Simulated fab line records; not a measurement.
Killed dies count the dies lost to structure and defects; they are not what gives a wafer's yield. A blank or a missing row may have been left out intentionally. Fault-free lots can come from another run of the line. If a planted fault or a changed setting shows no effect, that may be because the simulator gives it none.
The tool behind it: which one? :: flow sky130 :: Sampling: 11 lots, 33 wafers, 5 of 708 route steps

== WHAT THE GAUGES SHOWED, per wafer ==
SKY_VIA1_CD_MEAS_12: the cd target is 150 nm.
lot: L824
measured: day 34 04:05
on: cdSem-02
cdNm (nm): 153.7 152.9 154.1

lot: L825
measured: day 34 12:55
on: cdSem-02
cdNm (nm): 151.1 149.0 150.2

lot: L826
measured: day 35 11:18
on: cdSem-02
cdNm (nm): 146.1 143.8 144.3

lot: L828
measured: day 35 16:01
on: cdSem-01
cdNm (nm): 146.8 147.3 147.2

lot: L829
measured: day 35 22:01
on: cdSem-01
cdNm (nm): 147.5 148.1 147.4

lot: L834
measured: day 37 11:56
on: cdSem-01
cdNm (nm): 152.6 149.6 150.7

lot: L835
measured: day 38 02:28
on: cdSem-02
cdNm (nm): 151.4 153.5 152.0

lot: L842
measured: day 40 04:28
on: cdSem-02
cdNm (nm): 149.0 150.6 149.6

lot: L844
measured: day 40 12:55
on: cdSem-02
cdNm (nm): 153.2 153.1 154.7

lot: L845
measured: day 40 21:11
on: cdSem-02
cdNm (nm): 150.7 149.3 148.6

lot: L846
measured: day 41 00:59
on: cdSem-01
cdNm (nm): 148.8 148.4 148.9

SKY_CAPM_OVL_MEAS_12.
lot: L824
measured: day 37 14:58
on: overlay-01
CAPM_OVL (nm): -1.3 -0.9 -0.3

lot: L825
measured: day 37 23:26
on: overlay-02
CAPM_OVL (nm): 1.0 -1.6 -2.6

lot: L826
measured: day 38 21:11
on: overlay-01
CAPM_OVL (nm): 0.0 3.5 0.1

lot: L828
measured: day 39 02:04
on: overlay-01
CAPM_OVL (nm): -1.3 1.0 2.0

lot: L829
measured: day 39 07:14
on: overlay-01
CAPM_OVL (nm): -0.5 -0.8 -0.5

lot: L834
measured: day 40 19:35
on: overlay-02
CAPM_OVL (nm): 2.0 0.2

lot: L835
measured: day 41 08:34
on: overlay-02
CAPM_OVL (nm): 1.8 0.4

lot: L842
measured: day 43 08:47
on: overlay-01
CAPM_OVL (nm): -0.3 -1.2 -0.8

lot: L844
measured: day 43 17:29
on: overlay-01
CAPM_OVL (nm): 0.4 -1.3 -0.5

lot: L845
measured: day 44 02:08
on: overlay-01
CAPM_OVL (nm): 3.3 0.5 2.8

lot: L846
measured: day 44 04:45
on: overlay-01
CAPM_OVL (nm): -2.2 0.5 -1.8

== WHAT TOOL EACH LOT RAN ON (gives the tool, then ch and the chambers of the sampled wafers, and finally the start) ==
lot: L824
SKY_VIA2_ETCH_15: rieDiel-01 ch 0,1,3, day 36 12:05
SKY_VIA2_STRIP_16: plasmaAsher-01 ch 0, day 36 12:08
SKY_METAL3_SPUTTER_00: pvdSputter-01, day 36 13:26

lot: L825
SKY_VIA2_ETCH_15: rieDiel-01 ch 1,3, day 36 19:40
SKY_VIA2_STRIP_16: plasmaAsher-03 ch 0,1, day 36 19:44
SKY_METAL3_SPUTTER_00: pvdSputter-03, day 36 21:13

lot: L826
SKY_VIA2_ETCH_15: rieDiel-04 ch 2,3, day 37 18:16
SKY_VIA2_STRIP_16: plasmaAsher-04 ch 0,1, day 37 18:22
SKY_METAL3_SPUTTER_00: pvdSputter-04, day 37 19:46

lot: L828
SKY_VIA2_ETCH_15: rieDiel-02 ch 0,1,3, day 37 23:52
SKY_VIA2_STRIP_16: plasmaAsher-03 ch 0,1, day 37 23:56
SKY_METAL3_SPUTTER_00: pvdSputter-04, day 38 01:12

lot: L829
SKY_VIA2_ETCH_15: rieDiel-04 ch 0,1,2, day 38 05:35
SKY_VIA2_STRIP_16: plasmaAsher-03 ch 0,1, day 38 05:41
SKY_METAL3_SPUTTER_00: pvdSputter-04, day 38 06:55

lot: L834
SKY_VIA2_ETCH_15: rieDiel-04 ch 2,3, day 39 17:13
SKY_VIA2_STRIP_16: plasmaAsher-01 ch 0, day 39 17:16
SKY_METAL3_SPUTTER_00: pvdSputter-01, day 39 18:35

lot: L835
SKY_VIA2_ETCH_15: rieDiel-04 ch 0,1,2, day 40 06:55
SKY_VIA2_STRIP_16: plasmaAsher-04 ch 0, day 40 06:58
SKY_METAL3_SPUTTER_00: pvdSputter-01, day 40 08:15

lot: L842
SKY_VIA2_ETCH_15: rieDiel-04 ch 1,2, day 42 08:29
SKY_VIA2_STRIP_16: plasmaAsher-03 ch 0,1, day 42 08:32
SKY_METAL3_SPUTTER_00: pvdSputter-01, day 42 09:55

lot: L844
SKY_VIA2_ETCH_15: rieDiel-04 ch 0,3, day 42 16:55
SKY_VIA2_STRIP_16: plasmaAsher-01 ch 0,1, day 42 17:01
SKY_METAL3_SPUTTER_00: pvdSputter-03, day 42 18:19

lot: L845
SKY_VIA2_ETCH_15: rieDiel-04 ch 0,1, day 43 01:38
SKY_VIA2_STRIP_16: plasmaAsher-04 ch 0,1, day 43 01:41
SKY_METAL3_SPUTTER_00: pvdSputter-04, day 43 03:05

lot: L846
SKY_VIA2_ETCH_15: rieDiel-01 ch 1,2,3, day 43 04:39
SKY_VIA2_STRIP_16: plasmaAsher-04 ch 0,1, day 43 04:43
SKY_METAL3_SPUTTER_00: pvdSputter-04, day 43 05:59
- SKY_VIA2_ETCH_15: etches SiO2 in C4F8/O2/Ar, stops on TiN, target depth 546 nm, time 84 s.
- SKY_VIA2_STRIP_16: strips in O2/N2.
- SKY_METAL3_SPUTTER_00: material Ti, target thk 15 nm, time 10 s.

== WHAT THE TOOLS THEMSELVES READ (means of the sampled wafers that have a number; where no wafer has one, the mark that the record gives instead) ==
SKY_VIA2_ETCH_15.
lot: L824
tool: rieDiel-01
oesProductAu (a.u.): 0.940

lot: L825
tool: rieDiel-01
oesProductAu (a.u.): 0.942

lot: L826
tool: rieDiel-04
oesProductAu (a.u.): 0.940

lot: L828
tool: rieDiel-02
oesProductAu (a.u.): 0.940

lot: L829
tool: rieDiel-04
oesProductAu (a.u.): 0.942

lot: L834
tool: rieDiel-04
oesProductAu (a.u.): 0.904

lot: L835
tool: rieDiel-04
oesProductAu (a.u.): 0.900

lot: L842
tool: rieDiel-04
oesProductAu (a.u.): 0.945

lot: L844
tool: rieDiel-04
oesProductAu (a.u.): 0.941

lot: L845
tool: rieDiel-04
oesProductAu (a.u.): 0.940

lot: L846
tool: rieDiel-01
oesProductAu (a.u.): 0.940

SKY_VIA2_STRIP_16.
lot: L824
tool: plasmaAsher-01
drypumpMotorCurrentA (A): 5.5
o2FlowSccm (sccm): 2995
oesProductAu (a.u.): 0.400
stripTimeToEndpointS (s): 4.063

lot: L825
tool: plasmaAsher-03
drypumpMotorCurrentA (A): 5.0
o2FlowSccm (sccm): 3000
oesProductAu (a.u.): 0.400
stripTimeToEndpointS (s): 4.053

lot: L826
tool: plasmaAsher-04
drypumpMotorCurrentA (A): 5.8
o2FlowSccm (sccm): 2994
oesProductAu (a.u.): 0.404
stripTimeToEndpointS (s): 4.046

lot: L828
tool: plasmaAsher-03
drypumpMotorCurrentA (A): 5.0
o2FlowSccm (sccm): 2991
oesProductAu (a.u.): 0.401
stripTimeToEndpointS (s): 4.058

lot: L829
tool: plasmaAsher-03
drypumpMotorCurrentA (A): 5.0
o2FlowSccm (sccm): 3005
oesProductAu (a.u.): 0.400
stripTimeToEndpointS (s): 4.052

lot: L834
tool: plasmaAsher-01
drypumpMotorCurrentA (A): 5.4
o2FlowSccm (sccm): 3001
oesProductAu (a.u.): 0.401
stripTimeToEndpointS (s): 4.126

lot: L835
tool: plasmaAsher-04
drypumpMotorCurrentA (A): 6.0
o2FlowSccm (sccm): 2998
oesProductAu (a.u.): 0.404
stripTimeToEndpointS (s): 4.151

lot: L842
tool: plasmaAsher-03
drypumpMotorCurrentA (A): 5.0
o2FlowSccm (sccm): 2996
oesProductAu (a.u.): 0.400
stripTimeToEndpointS (s): 4.047

lot: L844
tool: plasmaAsher-01
drypumpMotorCurrentA (A): 5.5
o2FlowSccm (sccm): 3020
oesProductAu (a.u.): 0.400
stripTimeToEndpointS (s): 4.098

lot: L845
tool: plasmaAsher-04
drypumpMotorCurrentA (A): 5.8
o2FlowSccm (sccm): 2996
oesProductAu (a.u.): 0.396
stripTimeToEndpointS (s): 4.024

lot: L846
tool: plasmaAsher-04
drypumpMotorCurrentA (A): 5.7
o2FlowSccm (sccm): 3006
oesProductAu (a.u.): 0.398
stripTimeToEndpointS (s): 4.031

SKY_METAL3_SPUTTER_00.
lot: L824
tool: pvdSputter-01
throttleValvePct (%): 30.6

lot: L825
tool: pvdSputter-03
throttleValvePct (%): 30.6

lot: L826
tool: pvdSputter-04
throttleValvePct (%): 30.5

lot: L828
tool: pvdSputter-04
throttleValvePct (%): 30.6

lot: L829
tool: pvdSputter-04
throttleValvePct (%): 29.7

lot: L834
tool: pvdSputter-01
throttleValvePct (%): 31.2

lot: L835
tool: pvdSputter-01
throttleValvePct (%): 30.1

lot: L842
tool: pvdSputter-01
throttleValvePct (%): 30.1

lot: L844
tool: pvdSputter-03
throttleValvePct (%): 29.8

lot: L845
tool: pvdSputter-04
throttleValvePct (%): 30.0

lot: L846
tool: pvdSputter-04
throttleValvePct (%): 30.4

== THE ANSWER, worked out from the rows above alone ==
Rule: usual is defined by the lots themselves. The widest of any qualifying gaps counts: lots, ordered by their means at a reading, are off when they make up no more than a third of the lots, leave a main group of 4 or more, and stand apart from it by 3 or more times the standard deviation of that group's means. Not used: any main group whose means are identical at the precision the tables above print for the reading. Also off: a lot with no number at a reading for which 4 or more lots have one. Any other lot the step has rows for is counted as sound. The gauges are gone through in route order, then the tools' own readings, and for those a lot's mean is taken as printed above. The first step at which some lot is off is used, and at that step the reading that is off furthest; a lot without a number counts as furthest.
Off: L834, L835, at SKY_VIA2_ETCH_15 (oesProductAu). Mean 0.941 a.u. and standard deviation 0.0016 in the main group.
If a tool, at that step or one of the process steps before it, ran each lot that is off and ran no sound lot following the first of them, it fits. None of those tried fits.

== WHAT HAD BEEN PUT IN BY THE SIMULATOR ==
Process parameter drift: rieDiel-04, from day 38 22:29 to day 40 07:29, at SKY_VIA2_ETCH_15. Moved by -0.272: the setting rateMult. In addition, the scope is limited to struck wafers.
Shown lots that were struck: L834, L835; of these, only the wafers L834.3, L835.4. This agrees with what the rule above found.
